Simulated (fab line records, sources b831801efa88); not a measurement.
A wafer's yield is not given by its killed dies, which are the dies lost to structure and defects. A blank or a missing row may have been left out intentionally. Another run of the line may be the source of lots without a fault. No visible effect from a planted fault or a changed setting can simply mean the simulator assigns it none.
A single fault, viewed from 2 desks || flow gf180mcu || what lay behind the numbers comes last; until then each desk has only its own

== THE TOOL OWNER'S DESK: implanter-02 ==
The tool's own readings at GF_MVPSD_IMPLANT_08, given as means over the sampled wafers that have a number, one for each lot that went through this tool. The brackets show how far a lot's mean lies from the usual mean; more than 4 standard deviations puts the lot out of limits, marked OUT.
Columns: A = dose_ions_cm2 at GF_MVPSD_IMPLANT_08, usual 1.4998e+13; B = faraday_current_uA at GF_MVPSD_IMPLANT_08, usual 84.9
{"lot": "L645", "first seen here": "day 5 16:31", "A": 1.4998e+13, "B": 83.6}
{"lot": "L646", "first seen here": "day 5 23:49", "A": 1.5002e+13, "B": 84.7}
{"lot": "L649", "first seen here": "day 6 17:22", "A": 1.4995e+13, "B": 84.6}
{"lot": "L655", "first seen here": "day 8 03:50", "A": "1.6733e+12 (-99 or more) OUT", "B": "9.4 (-47) OUT"}
{"lot": "L656", "first seen here": "day 8 12:31", "A": "1.6693e+12 (-99 or more) OUT", "B": "9.4 (-47) OUT"}
{"lot": "L657", "first seen here": "day 8 21:59", "A": "1.6773e+12 (-99 or more) OUT", "B": "9.4 (-47) OUT"}
This desk's verdict: out of limits on L655, L656, L657, starting with L655 at day 8 03:50 (dose_ions_cm2 at GF_MVPSD_IMPLANT_08). In limits: L645, L646, L649.

== THE METROLOGY DESK ==
Lot by lot, what the gauges showed, no matter which tool ran the lot: averages of those sampled wafers that carry a number. The brackets show how far a lot's mean lies from the usual mean; more than 4 standard deviations puts the lot out of limits, marked OUT.
Columns: A = MVPSD_TW at GF_MVPSD_TW_MEAS_11, usual 552; B = MVPSD_RS at GF_VT_IMPLANT_RS_MEAS_49, usual 1171 ohm/sq; C = POLY_GATE_OVL at GF_POLY_GATE_OVL_MEAS_11, usual 1 nm; D = CONTACT_CVD_00_THK at GF_CONTACT_THK_MEAS_01, usual 300.3 nm
{"lot": "L643", "first seen here": "day 5 07:48", "A": 556, "B": 1174, "C": 1, "D": 300.7}
{"lot": "L644", "first seen here": "day 5 12:50", "A": 547, "B": 1171, "C": 6, "D": 301.1}
{"lot": "L645", "first seen here": "day 5 16:53", "A": 546, "B": 1171, "C": 3, "D": 296.1}
{"lot": "L646", "first seen here": "day 6 00:13", "A": 556, "B": 1168, "C": 0, "D": 306.4}
{"lot": "L647", "first seen here": "day 6 07:19", "A": 546, "B": 1168, "C": -1, "D": 296.3}
{"lot": "L649", "first seen here": "day 6 17:46", "A": 547, "B": 1172, "C": 6, "D": 304.3}
{"lot": "L652", "first seen here": "day 7 10:28", "A": 556, "B": 1173, "C": 2, "D": 298.8}
{"lot": "L655", "first seen here": "day 8 04:14", "A": "367 (-44) OUT", "B": "2876 (+99 or more) OUT", "C": 0, "D": 300.3}
{"lot": "L656", "first seen here": "day 8 12:53", "A": "367 (-44) OUT", "B": "2872 (+99 or more) OUT", "C": 7, "D": 300.8}
{"lot": "L657", "first seen here": "day 8 22:22", "A": "365 (-45) OUT", "B": "2861 (+99 or more) OUT", "C": 4, "D": 300.2}
{"lot": "L663", "first seen here": "day 10 09:13", "A": 546, "B": 1170, "C": 1, "D": 302.7}
{"lot": "L664", "first seen here": "day 10 14:28", "A": 553, "B": 1174, "C": 1, "D": 301.4}
{"lot": "L665", "first seen here": "day 10 20:08", "A": 551, "B": 1173, "C": -4, "D": 301.8}
This desk reports L655, L656, L657 out of limits; the earliest was L655 at day 8 04:14 (MVPSD_TW at GF_MVPSD_TW_MEAS_11). In limits: L643, L644, L645, L646, L647, L649, L652, L663, L664, L665.

== ALL TOGETHER ==
The tool owner's desk could have raised an alarm at day 8 03:50, on L655, L656, L657.
At day 8 04:14 the metrology desk could have sounded an alarm, on L655, L656, L657.
Every lot named ran GF_MVPSD_IMPLANT_08 on implanter-02.

== WHAT WAS PUT IN BY THE SIMULATOR ==
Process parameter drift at GF_MVPSD_IMPLANT_08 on implanter-02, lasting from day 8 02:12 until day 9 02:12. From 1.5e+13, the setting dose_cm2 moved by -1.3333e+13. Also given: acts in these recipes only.
Lots struck among those shown: L655, L656, L657.
Delay (hours) between the fault's onset and each desk's first out-of-limits reading: 2 at the tool owner's desk, 2 at the metrology desk.
